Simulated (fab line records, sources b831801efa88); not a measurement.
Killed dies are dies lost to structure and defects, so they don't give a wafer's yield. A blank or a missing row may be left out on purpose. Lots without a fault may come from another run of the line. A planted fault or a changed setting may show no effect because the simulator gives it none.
One fault seen from 2 desks | flow sky130 | each desk has only its own numbers; what lay behind them comes last

THE TOOL OWNER'S DESK: litho_track-02
The tool's own readings at SKY_FIELD_ISO_SOFTBAKE_09 (time 90 s): means of the sampled wafers that have a number, for each lot that ran on this tool. A lot is out of limits, marked OUT, if its mean lies more than 4 standard deviations from the usual mean; the brackets give that distance.
Columns: A = heater_power_total_W at SKY_FIELD_ISO_SOFTBAKE_09, usual 57.36 W; B = plate_temp_C at SKY_FIELD_ISO_SOFTBAKE_09, usual 100.02 C
lot  | first seen here | A               | B
L621 | day 2 12:00     | 54.50 (-24) OUT | 96.44 (-26) OUT
L622 | day 2 17:00     | 54.51 (-24) OUT | 96.24 (-27) OUT
L636 | day 5 18:00     | 57.39           | 100.14
This desk's finding: out of limits on L621, L622; first on L621, day 2 12:00 (heater_power_total_W at SKY_FIELD_ISO_SOFTBAKE_09). In limits: L636.

THE METROLOGY DESK
What the gauges read, lot by lot, whatever tool the lot ran on: means of the sampled wafers that have a number. A lot is out of limits, marked OUT, if its mean lies more than 4 standard deviations from the usual mean; the brackets give that distance.
Columns: A = INCOMING_BOW at SKY_FIELD_ISO_BOW_MEAS_00, usual 1 um; B = FIELD_ISO_OXIDATION_00_THK at SKY_FIELD_ISO_THK_MEAS_02, usual 12.09 nm; C = FIELD_ISO_CVD_03_THK at SKY_FIELD_ISO_THK_MEAS_04, usual 166.0 nm; D = cd_nm at SKY_FIELD_ISO_CD_MEAS_13, usual 150.1 nm
lot  | first seen here | A  | B     | C     | D
L618 | day 1 10:00     | 3  | 12.14 | 166.7 | 153.0
L621 | day 2 01:01     | 1  | 12.20 | 166.0 | 151.3
L622 | day 2 06:04     | -3 | 12.35 | 167.6 | 153.3
L636 | day 5 04:00     | -7 | 12.00 | 167.4 | 151.6
L640 | day 6 00:01     | 1  | 12.10 | 166.3 | 149.0
L641 | day 6 05:04     | 2  | 11.73 | 166.2 | 151.4
This desk's finding: nothing out of limits on any of the 6 lots.

PUT TOGETHER
The tool owner's desk could have raised an alarm at day 2 12:00, on L621, L622.
The metrology desk saw nothing out of limits.
The metrology desk has L621, L622 on record, within its limits.
Of the lots named, all ran SKY_FIELD_ISO_SOFTBAKE_09 on litho_track-02.

WHAT THE SIMULATOR HAD PUT IN
Process parameter drift: litho_track-02, from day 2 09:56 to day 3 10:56, at SKY_FIELD_ISO_SOFTBAKE_09. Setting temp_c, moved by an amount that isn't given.
Lots struck among those shown: L621, L622.
Hours from the fault's start to each desk's first reading out of limits: the tool owner's desk, 2.
